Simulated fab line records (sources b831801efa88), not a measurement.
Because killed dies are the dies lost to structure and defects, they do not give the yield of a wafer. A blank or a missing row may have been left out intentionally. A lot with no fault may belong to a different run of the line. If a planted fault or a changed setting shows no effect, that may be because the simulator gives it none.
fab line records :: flow sky130 :: part 2 of 2: steps 30 to 42 of 42
record
  lots=5
  wafers=15
  last_day=50
route steps=708 shown VIA2@525 METAL3@532 CAPM@537
lots that met no fault: from a run of the same line without faults
start_h: the number of hours between the record's first day and the start of the first shown wafer of the lot :: wait_h: time in hours since the lot's previous step :: " identical to the entry in the row above :: L1.1+2: a single row standing in for several wafers :: - no value, or no start was given :: * or withheld: withheld :: < > ~ a bound
route shown NAME@n: a module of which the file shows steps, and the number in the route of the first :: usual: mean/standard deviation of fault-free wafers :: same: alike in all rows :: chamber/n: place in a boat :: sites: per-site readings :: _std_site: standard deviation across them :: _edge_site: outer sites' mean less inner sites' :: radius_mm: for every site, how far away it sits from the centre of the wafer :: mask NAME#n: copy n :: behind: tool/chamber where the wafer was last shaped :: hold: why the lot went on hold/how many hours it stayed there/how the hold came to an end :: device: the transistor (n, p or np) that didn't switch :: end of line: at the end of the route, the tests of the same wafers :: step lacking rows: just its recipe :: killed: dies lost to structure and defects at the first sort, not the wafer's yield :: map: a wafer's dies, x killed, . not, _ none there
set.NAME: the setting that was run; set.NAME@STEP: the one run at that earlier step :: model.NAME: the simulator's own value behind a step, which no gauge read
certain route steps with their lots: each step a table, each wafer a row
services: when a tool's chamber went out of use (start_h, in hours from the record's first day, below 0 if earlier), for how many hours, and the reason
## steps
# step SKY_CAPM_CLEAN_17
# recipe
  chemistry=O3/DIW
  dry=n2_spin
lot.wafer: L074.1+4+6
tool: wet_bench-01
chamber: 0
start_h: 865.77
wait_h: 0.0

lot.wafer: L088.1+2+3
tool: wet_bench-02
chamber: 0
start_h: 968.77
wait_h: 0.0

lot.wafer: L093.1+4+5
tool: wet_bench-04
chamber: 2
start_h: 1005.14
wait_h: 0.0

lot.wafer: L096.1+2+4
tool: wet_bench-04
chamber: 2
start_h: 1021.88
wait_h: 0.0

lot.wafer: L097.2+4+6
tool: wet_bench-02
chamber: 0
start_h: 1023.47
wait_h: 0.0
# step SKY_METAL3_DEHYDRATE_05
# recipe
  temp_c=200
  time_s=60
lot.wafer: L074.1+4+6
tool: litho_track-04
chamber: 0
start_h: 877.47
wait_h: 11.6

lot.wafer: L088.1+2+3
tool: litho_track-04
chamber: 0
start_h: 979.12
wait_h: 10.2

lot.wafer: L093.1+4+5
tool: litho_track-01
chamber: 0
start_h: 1017.05
wait_h: 11.8

lot.wafer: L096.1+2+4
tool: litho_track-01
chamber: 0
start_h: 1031.85
wait_h: 9.9

lot.wafer: L097.2+4+6
tool: litho_track-03
chamber: 0
start_h: 1034.30
wait_h: 10.6
# step SKY_METAL3_HMDS_06
# recipe
  prime_time_s=60
  prime_temp_c=120
lot.wafer: L074.1+4+6
tool: litho_track-04
chamber: 0
start_h: 877.62
wait_h: 0.1

lot.wafer: L088.1+2+3
tool: litho_track-04
chamber: 0
start_h: 979.27
wait_h: 0.1

lot.wafer: L093.1+4+5
tool: litho_track-01
chamber: 0
start_h: 1017.20
wait_h: 0.1

lot.wafer: L096.1+2+4
tool: litho_track-01
chamber: 0
start_h: 1032.00
wait_h: 0.1

lot.wafer: L097.2+4+6
tool: litho_track-03
chamber: 0
start_h: 1034.45
wait_h: 0.1
# step SKY_METAL3_COAT_07
# recipe
  resist=BARC
  temp_c=withheld
  time_s=withheld
  spin_rpm=3000
  resist_thk_nm=60
lot.wafer: L074.1+4+6
tool: litho_track-04
chamber: 0
start_h: 877.77
wait_h: 0.1

lot.wafer: L088.1+2+3
tool: litho_track-04
chamber: 0
start_h: 979.42
wait_h: 0.1

lot.wafer: L093.1+4+5
tool: litho_track-01
chamber: 0
start_h: 1017.35
wait_h: 0.1

lot.wafer: L096.1+2+4
tool: litho_track-01
chamber: 0
start_h: 1032.15
wait_h: 0.1

lot.wafer: L097.2+4+6
tool: litho_track-03
chamber: 0
start_h: 1034.60
wait_h: 0.1
# step SKY_METAL3_COAT_08
# recipe
  resist=KrF-thick
  spin_rpm=3000
  resist_thk_nm=1140
lot.wafer: L074.1+4+6
tool: litho_track-04
chamber: 0
start_h: -
wait_h: -

lot.wafer: L088.1+2+3
tool: litho_track-04
chamber: 0
start_h: -
wait_h: -

lot.wafer: L093.1+4+5
tool: litho_track-01
chamber: 0
start_h: -
wait_h: -

lot.wafer: L096.1+2+4
tool: litho_track-01
chamber: 0
start_h: -
wait_h: -

lot.wafer: L097.2+4+6
tool: litho_track-03
chamber: 0
start_h: -
wait_h: -
# step SKY_METAL3_SOFTBAKE_09
# recipe
  temp_c=100
  time_s=90
  resist=KrF-thick
lot.wafer: L074.1+4+6
tool: litho_track-04
chamber: 0
start_h: -
wait_h: -

lot.wafer: L088.1+2+3
tool: litho_track-04
chamber: 0
start_h: -
wait_h: -

lot.wafer: L093.1+4+5
tool: litho_track-01
chamber: 0
start_h: -
wait_h: -

lot.wafer: L096.1+2+4
tool: litho_track-01
chamber: 0
start_h: -
wait_h: -

lot.wafer: L097.2+4+6
tool: litho_track-03
chamber: 0
start_h: -
wait_h: -
# step SKY_METAL3_EXPOSE_10
# recipe
  mask_id=MM3
  na=0.68
  source_shape=annular
  sigma_inner=0.4
  sigma_outer=0.8
  target_cd_nm=300
  dose_mj=28
lot.wafer: L074.1+4+6
tool: krf_scanner-02
chamber: 0
start_h: -
wait_h: -
mask: MM3#0

lot.wafer: L088.1+2+3
tool: krf_scanner-01
chamber: 0
start_h: -
wait_h: -
mask: MM3#0

lot.wafer: L093.1+4+5
tool: krf_scanner-02
chamber: 0
start_h: -
wait_h: -
mask: MM3#0

lot.wafer: L096.1+2+4
tool: krf_scanner-01
chamber: 0
start_h: -
wait_h: -
mask: MM3#0

lot.wafer: L097.2+4+6
tool: krf_scanner-01
chamber: 0
start_h: -
wait_h: -
mask: MM3#0
# step SKY_METAL3_PEB_11
# recipe
  peb_temp_c=withheld
  peb_time_s=withheld
  resist=KrF-thick
lot.wafer: L074.1+4+6
tool: litho_track-01
chamber: 0
start_h: -
wait_h: -

lot.wafer: L088.1+2+3
tool: litho_track-01
chamber: 0
start_h: -
wait_h: -

lot.wafer: L093.1+4+5
tool: litho_track-01
chamber: 0
start_h: -
wait_h: -

lot.wafer: L096.1+2+4
tool: litho_track-01
chamber: 0
start_h: -
wait_h: -

lot.wafer: L097.2+4+6
tool: litho_track-03
chamber: 0
start_h: -
wait_h: -
# step SKY_METAL3_DEVELOP_12
# recipe
  develop_time_s=60
  resist=KrF-thick
  dev_temp_c=21
# same
  develop_time_s=60
lot.wafer: L074.1+4+6
tool: litho_track-01
chamber: 0
start_h: -
wait_h: -

lot.wafer: L088.1+2+3
tool: litho_track-01
chamber: 0
start_h: -
wait_h: -

lot.wafer: L093.1+4+5
tool: litho_track-01
chamber: 0
start_h: -
wait_h: -

lot.wafer: L096.1+2+4
tool: litho_track-01
chamber: 0
start_h: -
wait_h: -

lot.wafer: L097.2+4+6
tool: litho_track-03
chamber: 0
start_h: -
wait_h: -
# step SKY_METAL3_CD_MEAS_13
# recipe
  target_cd_nm=300
# usual
  cd_nm=300.1/1.4
lot.wafer: L074.1
tool: cd_sem-02
chamber: -
start_h: 891.80
wait_h: -
cd_nm: 298.0

lot.wafer: L074.4
tool: cd_sem-02
chamber: -
start_h: 891.80
wait_h: -
cd_nm: 298.8

lot.wafer: L074.6
tool: cd_sem-02
chamber: -
start_h: 891.80
wait_h: -
cd_nm: 296.5

lot.wafer: L088.1
tool: cd_sem-01
chamber: -
start_h: 993.05
wait_h: -
cd_nm: 298.9

lot.wafer: L088.2
tool: cd_sem-01
chamber: -
start_h: 993.05
wait_h: -
cd_nm: 300.0

lot.wafer: L088.3
tool: cd_sem-01
chamber: -
start_h: 993.05
wait_h: -
cd_nm: 300.2

lot.wafer: L093.1
tool: cd_sem-02
chamber: -
start_h: 1027.60
wait_h: -
cd_nm: 298.2

lot.wafer: L093.4
tool: cd_sem-02
chamber: -
start_h: 1027.60
wait_h: -
cd_nm: 298.0

lot.wafer: L093.5
tool: cd_sem-02
chamber: -
start_h: 1027.60
wait_h: -
cd_nm: 298.7

lot.wafer: L096.1
tool: cd_sem-01
chamber: -
start_h: 1043.40
wait_h: -
cd_nm: 298.5

lot.wafer: L096.2
tool: cd_sem-01
chamber: -
start_h: 1043.40
wait_h: -
cd_nm: 299.1

lot.wafer: L096.4
tool: cd_sem-01
chamber: -
start_h: 1043.40
wait_h: -
cd_nm: 300.5

lot.wafer: L097.2
tool: cd_sem-01
chamber: -
start_h: 1045.59
wait_h: -
cd_nm: 299.9

lot.wafer: L097.4
tool: cd_sem-01
chamber: -
start_h: 1045.59
wait_h: -
cd_nm: 301.4

lot.wafer: L097.6
tool: cd_sem-01
chamber: -
start_h: 1045.59
wait_h: -
cd_nm: 300.8
# step SKY_METAL3_OVL_MEAS_14
# usual
  METAL3_OVL=3/6
lot.wafer: L074.1
tool: overlay-02
chamber: -
start_h: 891.92
wait_h: 0.1
METAL3_OVL[nm]: 9

lot.wafer: L074.4
tool: overlay-02
chamber: -
start_h: 891.92
wait_h: 0.1
METAL3_OVL[nm]: 1

lot.wafer: L074.6
tool: overlay-02
chamber: -
start_h: 891.92
wait_h: 0.1
METAL3_OVL[nm]: 1

lot.wafer: L088.1
tool: overlay-02
chamber: -
start_h: 993.17
wait_h: 0.1
METAL3_OVL[nm]: -7

lot.wafer: L088.2
tool: overlay-02
chamber: -
start_h: 993.17
wait_h: 0.1
METAL3_OVL[nm]: -4

lot.wafer: L088.3
tool: overlay-02
chamber: -
start_h: 993.17
wait_h: 0.1
METAL3_OVL[nm]: -6

lot.wafer: L093.1
tool: overlay-01
chamber: -
start_h: 1027.72
wait_h: 0.1
METAL3_OVL[nm]: 2

lot.wafer: L093.4
tool: overlay-01
chamber: -
start_h: 1027.72
wait_h: 0.1
METAL3_OVL[nm]: 18

lot.wafer: L093.5
tool: overlay-01
chamber: -
start_h: 1027.72
wait_h: 0.1
METAL3_OVL[nm]: 2

lot.wafer: L096.1
tool: overlay-01
chamber: -
start_h: 1043.52
wait_h: 0.1
METAL3_OVL[nm]: 15

lot.wafer: L096.2
tool: overlay-01
chamber: -
start_h: 1043.52
wait_h: 0.1
METAL3_OVL[nm]: 7

lot.wafer: L096.4
tool: overlay-01
chamber: -
start_h: 1043.52
wait_h: 0.1
METAL3_OVL[nm]: 6

lot.wafer: L097.2
tool: overlay-01
chamber: -
start_h: 1045.70
wait_h: 0.1
METAL3_OVL[nm]: 6

lot.wafer: L097.4
tool: overlay-01
chamber: -
start_h: 1045.70
wait_h: 0.1
METAL3_OVL[nm]: 8

lot.wafer: L097.6
tool: overlay-01
chamber: -
start_h: 1045.70
wait_h: 0.1
METAL3_OVL[nm]: 7
# step SKY_METAL3_DESCUM_15
# recipe
  chemistry=O2
  source_power_w=150
  bias_power_w=0
  pressure_mtorr=10
  temp_c=40
  time_s=8
# usual
  drypump_motor_current_A=6.30/0.27
  he_backside_leak_sccm=3.31/0.18
  oes_product_au=1.002/0.017
lot.wafer: L074.1
tool: rie_metal-04
chamber: 0
start_h: 891.96
wait_h: 0.0
drypump_motor_current_A: 6.37
he_backside_leak_sccm: 3.29
oes_product_au: 1.005
rf_hours_counter_h: 11

lot.wafer: L074.4
tool: rie_metal-04
chamber: 0
start_h: 891.96
wait_h: 0.0
drypump_motor_current_A: 6.37
he_backside_leak_sccm: 3.28
oes_product_au: 0.994
rf_hours_counter_h: -

lot.wafer: L074.6
tool: rie_metal-04
chamber: 0
start_h: 891.96
wait_h: 0.0
drypump_motor_current_A: 6.32
he_backside_leak_sccm: 3.25
oes_product_au: 0.996
rf_hours_counter_h: -

lot.wafer: L088.1
tool: rie_metal-04
chamber: 0
start_h: 993.21
wait_h: 0.0
drypump_motor_current_A: 6.33
he_backside_leak_sccm: 3.22
oes_product_au: 1.016
rf_hours_counter_h: 16

lot.wafer: L088.2
tool: rie_metal-04
chamber: 1
start_h: 993.21
wait_h: 0.0
drypump_motor_current_A: 6.39
he_backside_leak_sccm: 3.63
oes_product_au: 1.003
rf_hours_counter_h: 10

lot.wafer: L088.3
tool: rie_metal-04
chamber: 1
start_h: 993.21
wait_h: 0.0
drypump_motor_current_A: 6.36
he_backside_leak_sccm: 3.71
oes_product_au: 1.010
rf_hours_counter_h: -

lot.wafer: L093.1
tool: rie_metal-01
chamber: 0
start_h: 1027.76
wait_h: 0.0
drypump_motor_current_A: 5.97
he_backside_leak_sccm: 3.43
oes_product_au: 0.985
rf_hours_counter_h: 14

lot.wafer: L093.4
tool: rie_metal-01
chamber: 1
start_h: 1027.76
wait_h: 0.0
drypump_motor_current_A: 6.63
he_backside_leak_sccm: 3.19
oes_product_au: 1.012
rf_hours_counter_h: -

lot.wafer: L093.5
tool: rie_metal-01
chamber: 1
start_h: 1027.76
wait_h: 0.0
drypump_motor_current_A: 6.60
he_backside_leak_sccm: 2.97
oes_product_au: 1.016
rf_hours_counter_h: -

lot.wafer: L096.1
tool: rie_metal-01
chamber: 1
start_h: 1043.56
wait_h: 0.0
drypump_motor_current_A: 6.63
he_backside_leak_sccm: 3.23
oes_product_au: 1.015
rf_hours_counter_h: 26

lot.wafer: L096.2
tool: rie_metal-01
chamber: 0
start_h: 1043.56
wait_h: 0.0
drypump_motor_current_A: 5.94
he_backside_leak_sccm: 3.38
oes_product_au: 0.981
rf_hours_counter_h: 15

lot.wafer: L096.4
tool: rie_metal-01
chamber: 1
start_h: 1043.56
wait_h: 0.0
drypump_motor_current_A: 6.63
he_backside_leak_sccm: 3.20
oes_product_au: 1.021
rf_hours_counter_h: -

lot.wafer: L097.2
tool: rie_metal-01
chamber: 0
start_h: 1045.73
wait_h: 0.0
drypump_motor_current_A: 5.98
he_backside_leak_sccm: 3.46
oes_product_au: 0.958
rf_hours_counter_h: 16

lot.wafer: L097.4
tool: rie_metal-01
chamber: 0
start_h: 1045.73
wait_h: 0.0
drypump_motor_current_A: 5.97
he_backside_leak_sccm: 3.28
oes_product_au: 0.981
rf_hours_counter_h: -

lot.wafer: L097.6
tool: rie_metal-01
chamber: 0
start_h: 1045.73
wait_h: 0.0
drypump_motor_current_A: 5.98
he_backside_leak_sccm: 3.28
oes_product_au: 0.979
rf_hours_counter_h: -
# step SKY_METAL3_ETCH_16
# recipe
  chemistry=N2/H2
  target=BARC
  ion_energy_ev=200
  bias_w=100
  pressure_mtorr=30
  n2_flow_sccm=100
  h2_flow_sccm=200
  icp_w=500
  stop_on=SiO2
  time_s=88.2
  target_depth_a=600
# usual
  drypump_motor_current_A=6.31/0.28
  he_backside_leak_sccm=3.32/0.19
  oes_product_au=0.626/0.0047
  throttle_valve_pct=13.206/0.0091
lot.wafer: L074.1
tool: rie_metal-04
chamber: 0
start_h: 891.99
wait_h: 0.0
drypump_motor_current_A: 6.32
he_backside_leak_sccm: 3.17
oes_product_au: 0.630
rf_hours_counter_h: 11
throttle_valve_pct: 13.228

lot.wafer: L074.4
tool: rie_metal-04
chamber: 0
start_h: 891.99
wait_h: 0.0
drypump_motor_current_A: 6.36
he_backside_leak_sccm: 3.11
oes_product_au: 0.628
rf_hours_counter_h: -
throttle_valve_pct: 13.205

lot.wafer: L074.6
tool: rie_metal-04
chamber: 0
start_h: 891.99
wait_h: 0.0
drypump_motor_current_A: 6.33
he_backside_leak_sccm: 3.14
oes_product_au: 0.627
rf_hours_counter_h: -
throttle_valve_pct: 13.203

lot.wafer: L088.1
tool: rie_metal-04
chamber: 0
start_h: 993.24
wait_h: 0.0
drypump_motor_current_A: 6.33
he_backside_leak_sccm: 3.19
oes_product_au: 0.630
rf_hours_counter_h: 16
throttle_valve_pct: 13.196

lot.wafer: L088.2
tool: rie_metal-04
chamber: 1
start_h: 993.24
wait_h: 0.0
drypump_motor_current_A: 6.41
he_backside_leak_sccm: 3.49
oes_product_au: 0.633
rf_hours_counter_h: 10
throttle_valve_pct: 13.210

lot.wafer: L088.3
tool: rie_metal-04
chamber: 1
start_h: 993.24
wait_h: 0.0
drypump_motor_current_A: 6.38
he_backside_leak_sccm: 3.24
oes_product_au: 0.625
rf_hours_counter_h: -
throttle_valve_pct: 13.194

lot.wafer: L093.1
tool: rie_metal-01
chamber: 0
start_h: 1027.79
wait_h: 0.0
drypump_motor_current_A: 5.97
he_backside_leak_sccm: 3.46
oes_product_au: 0.620
rf_hours_counter_h: 15
throttle_valve_pct: 13.196

lot.wafer: L093.4
tool: rie_metal-01
chamber: 1
start_h: 1027.79
wait_h: 0.0
drypump_motor_current_A: 6.64
he_backside_leak_sccm: 3.04
oes_product_au: 0.626
rf_hours_counter_h: -
throttle_valve_pct: 13.206

lot.wafer: L093.5
tool: rie_metal-01
chamber: 1
start_h: 1027.79
wait_h: 0.0
drypump_motor_current_A: 6.68
he_backside_leak_sccm: 3.13
oes_product_au: 0.621
rf_hours_counter_h: -
throttle_valve_pct: 13.207

lot.wafer: L096.1
tool: rie_metal-01
chamber: 1
start_h: 1043.59
wait_h: 0.0
drypump_motor_current_A: 6.63
he_backside_leak_sccm: 3.13
oes_product_au: 0.632
rf_hours_counter_h: 26
throttle_valve_pct: 13.198

lot.wafer: L096.2
tool: rie_metal-01
chamber: 0
start_h: 1043.59
wait_h: 0.0
drypump_motor_current_A: 5.98
he_backside_leak_sccm: 3.56
oes_product_au: 0.632
rf_hours_counter_h: 15
throttle_valve_pct: 13.211

lot.wafer: L096.4
tool: rie_metal-01
chamber: 1
start_h: 1043.59
wait_h: 0.0
drypump_motor_current_A: 6.64
he_backside_leak_sccm: 3.23
oes_product_au: 0.622
rf_hours_counter_h: -
throttle_valve_pct: 13.192

lot.wafer: L097.2
tool: rie_metal-01
chamber: 0
start_h: 1045.76
wait_h: 0.0
drypump_motor_current_A: 5.98
he_backside_leak_sccm: 3.30
oes_product_au: 0.625
rf_hours_counter_h: 16
throttle_valve_pct: 13.191

lot.wafer: L097.4
tool: rie_metal-01
chamber: 0
start_h: 1045.76
wait_h: 0.0
drypump_motor_current_A: 5.98
he_backside_leak_sccm: 3.46
oes_product_au: 0.626
rf_hours_counter_h: -
throttle_valve_pct: 13.202

lot.wafer: L097.6
tool: rie_metal-01
chamber: 0
start_h: 1045.76
wait_h: 0.0
drypump_motor_current_A: 5.96
he_backside_leak_sccm: 3.50
oes_product_au: 0.634
rf_hours_counter_h: -
throttle_valve_pct: 13.197
## services
tool: krf_scanner-01
chamber: -
start_h: 825.77
hours: 4.5
kind: repair

tool: krf_scanner-01
chamber: -
start_h: 831.00
hours: 1.0
kind: pm

tool: krf_scanner-01
chamber: -
start_h: 832.00
hours: 4.4
kind: pm

tool: pvd_sputter-02
chamber: -
start_h: 832.97
hours: 3.7
kind: repair

tool: rie_metal-04
chamber: -
start_h: 835.12
hours: 4.3
kind: pm

tool: cmp-01
chamber: -
start_h: 844.00
hours: 0.2
kind: repair

tool: pvd_sputter-02
chamber: -
start_h: 861.77
hours: 9.4
kind: repair

tool: krf_scanner-01
chamber: -
start_h: 863.81
hours: 0.8
kind: pm

tool: wet_bench-04
chamber: -
start_h: 865.64
hours: 1.3
kind: repair

tool: iline_stepper-01
chamber: -
start_h: 867.71
hours: 1.7
kind: pm

tool: krf_scanner-01
chamber: -
start_h: 870.71
hours: 1.3
kind: pm

tool: iline_stepper-01
chamber: -
start_h: 874.39
hours: 2.4
kind: repair

tool: pecvd-04
chamber: 2
start_h: 877.63
hours: 4.8
kind: repair

tool: iline_stepper-01
chamber: -
start_h: 883.13
hours: 11.5
kind: repair

tool: wet_bench-01
chamber: -
start_h: 897.77
hours: 1.8
kind: repair

tool: iline_stepper-01
chamber: -
start_h: 910.61
hours: 0.8
kind: repair

tool: rie_metal-01
chamber: -
start_h: 910.99
hours: 1.4
kind: pm

tool: cvd_w-02
chamber: -
start_h: 913.86
hours: 0.3
kind: repair

tool: rie_metal-04
chamber: -
start_h: 933.27
hours: 1.9
kind: repair

tool: pvd_sputter-02
chamber: -
start_h: 937.08
hours: 8.5
kind: repair

tool: rie_metal-04
chamber: 0
start_h: 946.58
hours: 3.6
kind: repair

tool: iline_stepper-01
chamber: -
start_h: 949.50
hours: 2.2
kind: repair

tool: pvd_sputter-02
chamber: -
start_h: 971.56
hours: 2.9
kind: repair

tool: rie_metal-04
chamber: 1
start_h: 1023.15
hours: 48.3
kind: repair
